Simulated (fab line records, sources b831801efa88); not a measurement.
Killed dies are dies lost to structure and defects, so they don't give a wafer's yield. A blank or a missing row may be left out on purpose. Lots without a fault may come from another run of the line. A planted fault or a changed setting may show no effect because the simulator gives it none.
Chamber matching | flow gf180mcu | GF_V5_CMP_04 on cmp-01: 4 sister chambers
The step polishes SiO2. 8 wafers are shown with their chamber, then 8 later ones without.

WAFERS WITH THEIR CHAMBER
wafer  | chamber | motor_current_A (A) | platen_rpm (rpm)
L660.1 | 0       | 12.8                | 60.06
L661.1 | 0       | 11.7                | 60.03
L661.6 | 2       | 14.7                | 60.03
L669.5 | 3       | 14.1                | 60.05
L671.1 | 2       | 14.0                | 59.99
L671.2 | 1       | 12.4                | 59.98
L671.6 | 1       | 12.2                | 60.00
L672.2 | 3       | 14.9                | 59.97

WAFERS WITHOUT THEIR CHAMBER
wafer  | motor_current_A (A) | platen_rpm (rpm)
L672.4 | 13.9                | 60.02
L672.5 | 12.1                | 59.99
L673.2 | 13.9                | 60.01
L673.4 | 12.2                | 59.99
L673.5 | 14.5                | 59.96
L676.1 | 11.9                | 60.02
L676.4 | 11.7                | 59.95
L676.6 | 12.5                | 60.03

WHICH CHAMBER EACH WENT THROUGH
wafer  | from the rows above     | in truth
L672.4 | can't be placed: 2 or 3 | 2
L672.5 | can't be placed: 1 or 0 | 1
L673.2 | can't be placed: 2 or 3 | 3
L673.4 | can't be placed: 1 or 0 | 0
L673.5 | can't be placed: 3 or 2 | 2
L676.1 | can't be placed: 0 or 1 | 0
L676.4 | can't be placed: 1 or 0 | 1
L676.6 | can't be placed: 0 or 1 | 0
Placed correctly: 0 of 8. Can't be placed from these rows: 8 (the true chamber is among the candidates in 8). Placed wrongly: 0.
How it was worked out, from the rows above alone: a wafer's distance from a chamber is the root of the sum, over the readings, of the square of ((its reading less the chamber's mean) divided by the reading's scatter). The wafer belongs to the nearest chamber; if the next one is less than 2 further off, it can't be placed. A chamber's mean is the mean of its shown wafers. The scatter: the root of (the sum of the squares of (reading less its chamber's mean) over the shown wafers, divided by (wafers less chambers)).
